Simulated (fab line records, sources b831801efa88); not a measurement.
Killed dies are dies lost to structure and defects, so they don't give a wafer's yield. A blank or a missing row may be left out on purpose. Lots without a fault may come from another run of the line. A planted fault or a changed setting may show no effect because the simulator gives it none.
Chamber matching | flow sky130 | SKY_PASSIVATION_CVD_02 on pecvd-04: 3 sister chambers
The step deposits Si3N4, target thk 540 nm. 3 wafers are shown with their chamber, then 12 later ones without.

WAFERS WITH THEIR CHAMBER
wafer  | chamber | heater_power_w (W)
L090.3 | 0       | 807
L090.4 | 1       | 757
L090.6 | 2       | 735

WAFERS WITHOUT THEIR CHAMBER
wafer  | heater_power_w (W)
L094.3 | 768
L094.4 | 633
L094.5 | 750
L093.3 | 673
L093.5 | 825
L093.6 | 720
L097.1 | 856
L097.2 | 714
L097.6 | 767
L095.2 | 828
L095.3 | 668
L095.4 | 838

WHICH CHAMBER EACH WENT THROUGH
wafer  | from the rows above          | in truth
L094.3 | can't be placed: 1 or 2 or 0 | 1
L094.4 | can't be placed: 2 or 1 or 0 | 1
L094.5 | can't be placed: 1 or 2 or 0 | 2
L093.3 | can't be placed: 2 or 1 or 0 | 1
L093.5 | can't be placed: 0 or 1 or 2 | 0
L093.6 | can't be placed: 2 or 1 or 0 | 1
L097.1 | can't be placed: 0 or 1 or 2 | 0
L097.2 | can't be placed: 2 or 1 or 0 | 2
L097.6 | can't be placed: 1 or 2 or 0 | 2
L095.2 | can't be placed: 0 or 1 or 2 | 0
L095.3 | can't be placed: 2 or 1 or 0 | 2
L095.4 | can't be placed: 0 or 1 or 2 | 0
Placed correctly: 0 of 12. Can't be placed from these rows: 12 (the true chamber is among the candidates in 12). Placed wrongly: 0.
How it was worked out, from the rows above alone: a wafer's distance from a chamber is the root of the sum, over the readings, of the square of ((its reading less the chamber's mean) divided by the reading's scatter). The wafer belongs to the nearest chamber; if the next one is less than 2 further off, it can't be placed. A chamber's mean is the mean of its shown wafers. The scatter: with one shown wafer a chamber, the root of the mean of the squares of how far each hidden wafer lies from its nearest shown one.
